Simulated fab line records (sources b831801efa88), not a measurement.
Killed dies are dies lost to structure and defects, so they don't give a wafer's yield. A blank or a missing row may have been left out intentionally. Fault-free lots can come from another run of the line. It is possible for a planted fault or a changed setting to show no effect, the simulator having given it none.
2 desks, one fault + flow sky130 + each desk has only its own numbers; what lay behind them comes last

## AT THE METROLOGY DESK
What the gauges read, lot by lot, whatever tool the lot ran on: means of the sampled wafers that have a number. If a lot's mean is further than 4 standard deviations from the usual mean, the lot is out of limits and carries the mark OUT (the distance appears in the brackets).
Columns: A = VT_ADJUST_LVTN_01_OVL at SKY_VT_ADJUST_LVTN_OVL_MEAS_18, usual -1.1 nm; B = VT_ADJUST_NCORE_OVL at SKY_VT_ADJUST_NCORE_OVL_MEAS_08, usual 0.5 nm; C = SONOS_ONO_CVD_04_THK at SKY_SONOS_ONO_THK_MEAS_05, usual 5.85 nm; D = GATE_OXIDE_OVL at SKY_GATE_OXIDE_OVL_MEAS_10, usual 0.8 nm
| lot  | first seen here | A    | B    | C    | D    |
|------|-----------------|------|------|------|------|
| L985 | day 8 02:04     | -1.9 | -0.7 | 5.85 | 3.4  |
| L986 | day 8 06:43     | -2.9 | 0.9  | 5.99 | 2.1  |
| L988 | day 8 20:33     | -0.1 | -1.8 | 5.89 | -0.4 |
| L989 | day 9 05:33     | 0.6  | 1.4  | 5.81 | 0.2  |
| L992 | day 9 22:23     | -1.9 | 1.5  | 5.91 | 0.4  |
| L997 | day 11 05:07    | -2.4 | 2.8  | 6.25 | 1.8  |
| L105 | day 13 16:18    | -1.2 | 0.6  | 5.89 | 0.5  |
| L106 | day 14 01:57    | -2.9 | 1.1  | 5.93 | 0.5  |
| L107 | day 14 03:43    | -1.9 | 0.9  | 5.95 | 1.0  |
| L108 | day 14 06:18    | 0.3  | 0.7  | 5.82 | 0.4  |
This desk's verdict: no lot among the 10 shows anything out of limits.

## FOR THE TOOL OWNER'S DESK: lpcvd-03
The tool's own readings at SKY_SONOS_ONO_CVD_04 (deposits SiO2 from SiH4/N2O, target thk 5.7199 nm): means of the sampled wafers that have a number, for each lot that ran on this tool. If a lot's mean is further than 4 standard deviations from the usual mean, the lot is out of limits and carries the mark OUT (the distance appears in the brackets).
Columns: A = zone_power_upper_pct at SKY_SONOS_ONO_CVD_04, usual 19.5 %
| lot  | first seen here | A    |
|------|-----------------|------|
| L985 | day 11 22:44    | 19.9 |
| L986 | day 12 05:43    | 19.0 |
| L988 | day 12 21:25    | 20.2 |
| L989 | day 13 09:35    | 19.0 |
| L992 | day 14 06:12    | 20.1 |
| L997 | day 15 19:11    | 19.0 |
| L105 | day 18 13:08    | 19.1 |
| L106 | day 19 00:55    | 19.7 |
| L107 | day 19 04:12    | 19.2 |
| L108 | day 19 06:37    | 19.1 |
This desk's verdict: no lot among the 10 shows anything out of limits.

## PUT TOGETHER
From the metrology desk's view, nothing was out of limits.
Nothing out of limits was seen by the tool owner's desk.

## WHAT HAD BEEN PUT IN BY THE SIMULATOR
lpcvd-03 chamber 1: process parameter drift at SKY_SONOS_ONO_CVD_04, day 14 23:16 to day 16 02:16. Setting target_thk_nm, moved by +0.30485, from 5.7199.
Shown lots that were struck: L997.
